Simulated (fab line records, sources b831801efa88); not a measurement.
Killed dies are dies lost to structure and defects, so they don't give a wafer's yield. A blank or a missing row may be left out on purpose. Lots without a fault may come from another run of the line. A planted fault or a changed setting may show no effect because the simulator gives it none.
Which tool did it? | flow gf180mcu | 12 lots, 36 wafers sampled, at 3 steps of a route of 602

WHAT THE GAUGES READ, wafer by wafer
GF_V5_RS_MEAS_24: measures by four-point-probe. Usual: V5_W_RS 0.327 ohm/sq, standard deviation 0.0035.
lot  | measured     | on            | V5_W_RS (ohm/sq)  | flag
L104 | day 27 03:03 | film_metro-01 | 0.330 0.321 0.325 |
L105 | day 27 15:00 | film_metro-02 | 0.328 0.331 0.328 |
L106 | day 27 20:02 | film_metro-02 | 0.327 0.319 0.326 |
L107 | day 28 04:58 | film_metro-02 | 0.327 0.332 0.330 |
L108 | day 28 21:26 | film_metro-02 | 0.330 0.335 0.328 |
L109 | day 29 04:15 | film_metro-02 | 0.327 0.321 0.332 |
L111 | day 29 20:02 | film_metro-02 | 0.331 0.330 0.332 |
L112 | day 29 22:19 | film_metro-02 | 0.330 0.329 0.323 |
L113 | day 30 05:00 | film_metro-02 | 0.319 0.322 0.326 |
L118 | day 31 17:39 | film_metro-04 | 0.329 0.330 0.329 |
L123 | day 32 21:10 | film_metro-02 | 0.325 0.333 0.332 |
L124 | day 32 23:51 | film_metro-04 | 0.332 0.327 0.324 |

WHICH TOOL RAN EACH LOT (tool, then ch and the chambers of the sampled wafers, then the start)
lot  | GF_V4_CMP_26                  | GF_M5_METAL_ETCH_10
L104 | cmp-01 ch 0,2,3, day 24 07:39 | rie_metal-04 ch 0,1, day 26 03:40
L105 | cmp-02 ch 0,1, day 24 21:04   | rie_metal-03 ch 0,1, day 26 16:20
L106 | cmp-01 ch 0,1,3, day 25 03:29 | rie_metal-03 ch 0,1, day 26 21:35
L107 | cmp-02 ch 1,3, day 25 12:17   | rie_metal-02 ch 0,1, day 27 06:06
L108 | cmp-02 ch 1,2,3, day 26 06:26 | rie_metal-03 ch 0,1, day 27 23:41
L109 | cmp-01 ch 0,1, day 26 12:01   | rie_metal-03 ch 0,1, day 28 06:20
L111 | cmp-02 ch 0,2,3, day 27 06:22 | rie_metal-04 ch 1, day 28 22:47
L112 | cmp-02 ch 1,2,3, day 27 08:52 | rie_metal-02 ch 0,1, day 29 01:11
L113 | cmp-02 ch 1,2,3, day 27 15:50 | rie_metal-02 ch 0,1, day 29 07:41
L118 | cmp-02 ch 0,1,2, day 29 06:11 | rie_metal-04 ch 0,1, day 30 20:40
L123 | cmp-01 ch 1,2,3, day 30 11:40 | rie_metal-02 ch 0,1, day 32 00:08
L124 | cmp-01 ch 0,2,3, day 30 16:20 | rie_metal-02 ch 0,1, day 32 04:43
- GF_V4_CMP_26: polishes, stops on SiO2, t overpolish 15 s, target thk 0 nm.
- GF_M5_METAL_ETCH_10: etches the open film in Cl2/BCl3, stops on SiO2, target depth 627.5 nm, time 104.6 s.

WHAT THE TOOLS THEMSELVES READ (means of the sampled wafers that have a number; where no wafer has one, the mark that the record gives instead)
GF_V4_CMP_26. Usual: motor_current_A 11.7 A, standard deviation 1.6; overpolish_run_s 14.999 s, standard deviation 0.0093; platen_rpm 59.99 rpm, standard deviation 0.042; time_to_endpoint_s 83 s, standard deviation 3.7.
lot  | tool   | motor_current_A (A) | overpolish_run_s (s) | platen_rpm (rpm) | time_to_endpoint_s (s) | flag
L104 | cmp-01 | 11.2                | 14.991               | 60.01            | 88                     |
L105 | cmp-02 | 10.3                | 14.997               | 59.99            | 83                     |
L106 | cmp-01 | 12.0                | 15.015               | 59.99            | 88                     |
L107 | cmp-02 | 10.4                | 15.005               | 59.97            | 83                     |
L108 | cmp-02 | 12.1                | 14.997               | 60.00            | 83                     |
L109 | cmp-01 | 12.8                | 15.002               | 59.99            | 86                     |
L111 | cmp-02 | 12.3                | 15.002               | 59.99            | 85                     |
L112 | cmp-02 | 11.7                | 14.996               | 60.01            | 84                     |
L113 | cmp-02 | 11.8                | 15.003               | 59.99            | 83                     |
L118 | cmp-02 | 11.6                | 15.001               | 59.98            | 86                     |
L123 | cmp-01 | 11.1                | 14.997               | 59.99            | 84                     |
L124 | cmp-01 | 11.1                | 14.991               | 60.02            | 84                     |

GF_M5_METAL_ETCH_10. Usual: drypump_motor_current_A 5.6 A, standard deviation 0.35; oes_product_au 0.970 a.u., standard deviation 0.0057; throttle_valve_pct 28.250 %, standard deviation 0.0099.
lot  | tool         | drypump_motor_current_A (A) | oes_product_au (a.u.) | throttle_valve_pct (%) | flag
L104 | rie_metal-04 | 5.2                         | 0.973                 | 28.252                 |
L105 | rie_metal-03 | 5.5                         | 0.969                 | 28.247                 |
L106 | rie_metal-03 | 5.5                         | 0.970                 | 28.249                 |
L107 | rie_metal-02 | 5.7                         | 0.972                 | 28.251                 |
L108 | rie_metal-03 | 5.4                         | 0.968                 | 28.256                 |
L109 | rie_metal-03 | 5.4                         | 0.967                 | 28.257                 |
L111 | rie_metal-04 | 4.9                         | 0.972                 | 28.247                 |
L112 | rie_metal-02 | 5.7                         | 0.965                 | 28.258                 |
L113 | rie_metal-02 | 5.7                         | 0.977                 | 28.239                 |
L118 | rie_metal-04 | 5.5                         | 0.979                 | 28.242                 |
L123 | rie_metal-02 | 5.9                         | 0.971                 | 28.241                 |
L124 | rie_metal-02 | 5.9                         | 0.963                 | 28.256                 |

THE ANSWER, worked out from the rows above alone
Rule: a lot is off if the mean of its wafers that have a number lies more than 3 standard deviations from the usual mean. A lot without any number at a reading at which 4 lots or more have one is off too. The other lots that the step has rows for count as sound. The gauges are gone through in route order, then the tools' own readings, and for those a lot's mean is taken as printed above. The first step at which some lot is off is used, and at that step the reading that is off furthest; a lot without a number counts as furthest.
No lot is off at any reading shown: from this, nothing can be told.

WHAT THE SIMULATOR HAD PUT IN
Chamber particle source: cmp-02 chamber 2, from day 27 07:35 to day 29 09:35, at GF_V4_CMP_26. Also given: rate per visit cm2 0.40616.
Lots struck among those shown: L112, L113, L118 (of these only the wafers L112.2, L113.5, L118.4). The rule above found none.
